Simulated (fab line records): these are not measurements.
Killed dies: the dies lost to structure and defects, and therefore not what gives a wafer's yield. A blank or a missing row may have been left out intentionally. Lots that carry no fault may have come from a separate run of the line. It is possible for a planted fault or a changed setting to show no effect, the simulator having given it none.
Which tool was responsible? / flow gf180mcu / Sampling: 14 lots, 42 wafers, 3 of 602 route steps

## WHAT THE GAUGES SHOWED, per wafer
GF_M5_CD_MEAS_07 targets a cd of 280 nm. Usual: cd-nm reads 280.3 nm (standard deviation 1.3).
lot=L791; measured=day 25 20:22; on=cd-sem-01; cd-nm (nm)=283.5 282.6 283.1; flag=
lot=L792; measured=day 26 10:46; on=cd-sem-01; cd-nm (nm)=280.1 280.6 279.3; flag=
lot=L793; measured=day 26 13:32; on=cd-sem-02; cd-nm (nm)=280.8 279.3 279.7; flag=
lot=L794; measured=day 27 00:32; on=cd-sem-01; cd-nm (nm)=281.3 280.9 281.8; flag=
lot=L796; measured=day 27 18:41; on=cd-sem-01; cd-nm (nm)=279.1 279.7 279.5; flag=
lot=L797; measured=day 27 23:14; on=cd-sem-02; cd-nm (nm)=279.9 280.0 278.9; flag=
lot=L798; measured=day 28 12:31; on=cd-sem-01; cd-nm (nm)=281.0 280.8 281.1; flag=
lot=L800; measured=day 29 02:16; on=cd-sem-02; cd-nm (nm)=279.4 279.1 280.0; flag=
lot=L801; measured=day 29 06:29; on=cd-sem-01; cd-nm (nm)=280.0 277.8 279.5; flag=
lot=L802; measured=day 29 19:38; on=cd-sem-02; cd-nm (nm)=279.6 281.1 281.0; flag=
lot=L803; measured=day 29 20:07; on=cd-sem-01; cd-nm (nm)=278.1 278.1 277.8; flag=
lot=L804; measured=day 30 07:20; on=cd-sem-01; cd-nm (nm)=277.1 278.8 278.8; flag=
lot=L812; measured=day 32 09:07; on=cd-sem-02; cd-nm (nm)=279.3 278.9 278.2; flag=
lot=L813; measured=day 32 14:34; on=cd-sem-02; cd-nm (nm)=280.1 279.1 278.5; flag=

## WHICH TOOL RAN EACH LOT (tool, then ch and the chambers of the sampled wafers, then the start)
lot=L791; GF_MIM_CVD_05=pecvd-01 ch 0,1,2, day 24 01:17; GF_MIM_SPUTTER_07=pvd-sputter-01, day 24 01:22
lot=L792; GF_MIM_CVD_05=pecvd-01 ch 0,2, day 24 16:24; GF_MIM_SPUTTER_07=pvd-sputter-04, day 24 16:30
lot=L793; GF_MIM_CVD_05=pecvd-04 ch 0,1, day 24 18:32; GF_MIM_SPUTTER_07=pvd-sputter-04, day 24 18:37
lot=L794; GF_MIM_CVD_05=pecvd-04 ch 0,1, day 25 06:11; GF_MIM_SPUTTER_07=pvd-sputter-02, day 25 06:17
lot=L796; GF_MIM_CVD_05=pecvd-01 ch 1,2, day 26 01:58; GF_MIM_SPUTTER_07=pvd-sputter-01, day 26 02:04
lot=L797; GF_MIM_CVD_05=pecvd-03 ch 0,2, day 26 05:48; GF_MIM_SPUTTER_07=pvd-sputter-02, day 26 05:53
lot=L798; GF_MIM_CVD_05=pecvd-01 ch 0,1, day 26 20:44; GF_MIM_SPUTTER_07=pvd-sputter-04, day 26 20:49
lot=L800; GF_MIM_CVD_05=pecvd-04 ch 0,1, day 27 11:20; GF_MIM_SPUTTER_07=pvd-sputter-02, day 27 11:25
lot=L801; GF_MIM_CVD_05=pecvd-03 ch 1,2, day 27 16:04; GF_MIM_SPUTTER_07=pvd-sputter-02, day 27 16:10
lot=L802; GF_MIM_CVD_05=pecvd-03 ch 2, day 28 04:56; GF_MIM_SPUTTER_07=pvd-sputter-02, day 28 05:06
lot=L803; GF_MIM_CVD_05=pecvd-04 ch 0,1,2, day 28 05:37; GF_MIM_SPUTTER_07=pvd-sputter-02, day 28 05:43
lot=L804; GF_MIM_CVD_05=pecvd-01 ch 0,1, day 28 18:04; GF_MIM_SPUTTER_07=pvd-sputter-04, day 28 18:09
lot=L812; GF_MIM_CVD_05=pecvd-01 ch 0,1,2, day 30 22:02; GF_MIM_SPUTTER_07=pvd-sputter-02, day 30 22:08
lot=L813; GF_MIM_CVD_05=pecvd-01 ch 0,1,2, day 31 04:25; GF_MIM_SPUTTER_07=pvd-sputter-04, day 31 04:29
- GF_MIM_CVD_05: deposits Si3N4, target thk 42 nm, time 29.086 s.
- GF_MIM_SPUTTER_07: material TiN, target thk 60 nm, time 50 s.

## WHAT THE TOOLS THEMSELVES READ (means of the sampled wafers that have a number; where no wafer has one, the mark that the record gives instead)
GF_MIM_CVD_05. Usual: heater-power-outer-w 364 W, standard deviation 67; heater-power-w 645 W, standard deviation 90; rf-fwd-power-W 443.1 W, standard deviation 2.5; susceptor-temp-C 385.00 C, standard deviation 0.22.
lot=L791; tool=pecvd-01; heater-power-outer-w (W)=365; heater-power-w (W)=639; rf-fwd-power-W (W)=443.2; susceptor-temp-C (C)=385.10; flag=
lot=L792; tool=pecvd-01; heater-power-outer-w (W)=394; heater-power-w (W)=689; rf-fwd-power-W (W)=442.4; susceptor-temp-C (C)=385.03; flag=
lot=L793; tool=pecvd-04; heater-power-outer-w (W)=342; heater-power-w (W)=616; rf-fwd-power-W (W)=445.1; susceptor-temp-C (C)=385.10; flag=
lot=L794; tool=pecvd-04; heater-power-outer-w (W)=319; heater-power-w (W)=552; rf-fwd-power-W (W)=442.9; susceptor-temp-C (C)=384.94; flag=
lot=L796; tool=pecvd-01; heater-power-outer-w (W)=369; heater-power-w (W)=644; rf-fwd-power-W (W)=443.5; susceptor-temp-C (C)=385.01; flag=
lot=L797; tool=pecvd-03; heater-power-outer-w (W)=380; heater-power-w (W)=705; rf-fwd-power-W (W)=442.0; susceptor-temp-C (C)=384.94; flag=
lot=L798; tool=pecvd-01; heater-power-outer-w (W)=376; heater-power-w (W)=657; rf-fwd-power-W (W)=443.5; susceptor-temp-C (C)=385.03; flag=
lot=L800; tool=pecvd-04; heater-power-outer-w (W)=302; heater-power-w (W)=536; rf-fwd-power-W (W)=445.0; susceptor-temp-C (C)=385.08; flag=
lot=L801; tool=pecvd-03; heater-power-outer-w (W)=325; heater-power-w (W)=605; rf-fwd-power-W (W)=443.5; susceptor-temp-C (C)=384.97; flag=
lot=L802; tool=pecvd-03; heater-power-outer-w (W)=285; heater-power-w (W)=595; rf-fwd-power-W (W)=442.1; susceptor-temp-C (C)=384.88; flag=
lot=L803; tool=pecvd-04; heater-power-outer-w (W)=371; heater-power-w (W)=637; rf-fwd-power-W (W)=442.9; susceptor-temp-C (C)=384.97; flag=
lot=L804; tool=pecvd-01; heater-power-outer-w (W)=339; heater-power-w (W)=629; rf-fwd-power-W (W)=442.5; susceptor-temp-C (C)=384.94; flag=
lot=L812; tool=pecvd-01; heater-power-outer-w (W)=381; heater-power-w (W)=654; rf-fwd-power-W (W)=442.9; susceptor-temp-C (C)=384.87; flag=
lot=L813; tool=pecvd-01; heater-power-outer-w (W)=383; heater-power-w (W)=663; rf-fwd-power-W (W)=442.9; susceptor-temp-C (C)=385.05; flag=

GF_MIM_SPUTTER_07. Usual: cathode-dc-power-W 6499.9 W, standard deviation 1.2; throttle-valve-pct 29.3 %, standard deviation 1.1.
lot=L791; tool=pvd-sputter-01; cathode-dc-power-W (W)=6499.8; throttle-valve-pct (%)=30.1; flag=
lot=L792; tool=pvd-sputter-04; cathode-dc-power-W (W)=6500.4; throttle-valve-pct (%)=30.2; flag=
lot=L793; tool=pvd-sputter-04; cathode-dc-power-W (W)=6499.7; throttle-valve-pct (%)=29.1; flag=
lot=L794; tool=pvd-sputter-02; cathode-dc-power-W (W)=6500.4; throttle-valve-pct (%)=28.7; flag=
lot=L796; tool=pvd-sputter-01; cathode-dc-power-W (W)=6499.1; throttle-valve-pct (%)=28.9; flag=
lot=L797; tool=pvd-sputter-02; cathode-dc-power-W (W)=6499.8; throttle-valve-pct (%)=28.9; flag=
lot=L798; tool=pvd-sputter-04; cathode-dc-power-W (W)=6500.7; throttle-valve-pct (%)=29.2; flag=
lot=L800; tool=pvd-sputter-02; cathode-dc-power-W (W)=6500.7; throttle-valve-pct (%)=29.4; flag=
lot=L801; tool=pvd-sputter-02; cathode-dc-power-W (W)=6499.5; throttle-valve-pct (%)=29.9; flag=
lot=L802; tool=pvd-sputter-02; cathode-dc-power-W (W)=6499.6; throttle-valve-pct (%)=30.0; flag=
lot=L803; tool=pvd-sputter-02; cathode-dc-power-W (W)=6500.4; throttle-valve-pct (%)=29.5; flag=
lot=L804; tool=pvd-sputter-04; cathode-dc-power-W (W)=6501.3; throttle-valve-pct (%)=30.1; flag=
lot=L812; tool=pvd-sputter-02; cathode-dc-power-W (W)=6499.6; throttle-valve-pct (%)=29.0; flag=
lot=L813; tool=pvd-sputter-04; cathode-dc-power-W (W)=6499.2; throttle-valve-pct (%)=29.0; flag=

## THE ANSWER, worked out from the rows above alone
Rule: lot off if the mean of its wafers having a number is beyond 3 standard deviations from the usual mean. A lot without any number at a reading at which 4 lots or more have one is off too. The other lots that the step has rows for count as sound. The gauges are gone through in route order, then the tools' own readings, and for those a lot's mean is taken as printed above. The first step at which some lot is off is used, and at that step the reading that is off furthest; a lot without a number counts as furthest.
Nothing can be told from this: no lot is off at any reading shown.

## WHAT THE SIMULATOR PUT IN
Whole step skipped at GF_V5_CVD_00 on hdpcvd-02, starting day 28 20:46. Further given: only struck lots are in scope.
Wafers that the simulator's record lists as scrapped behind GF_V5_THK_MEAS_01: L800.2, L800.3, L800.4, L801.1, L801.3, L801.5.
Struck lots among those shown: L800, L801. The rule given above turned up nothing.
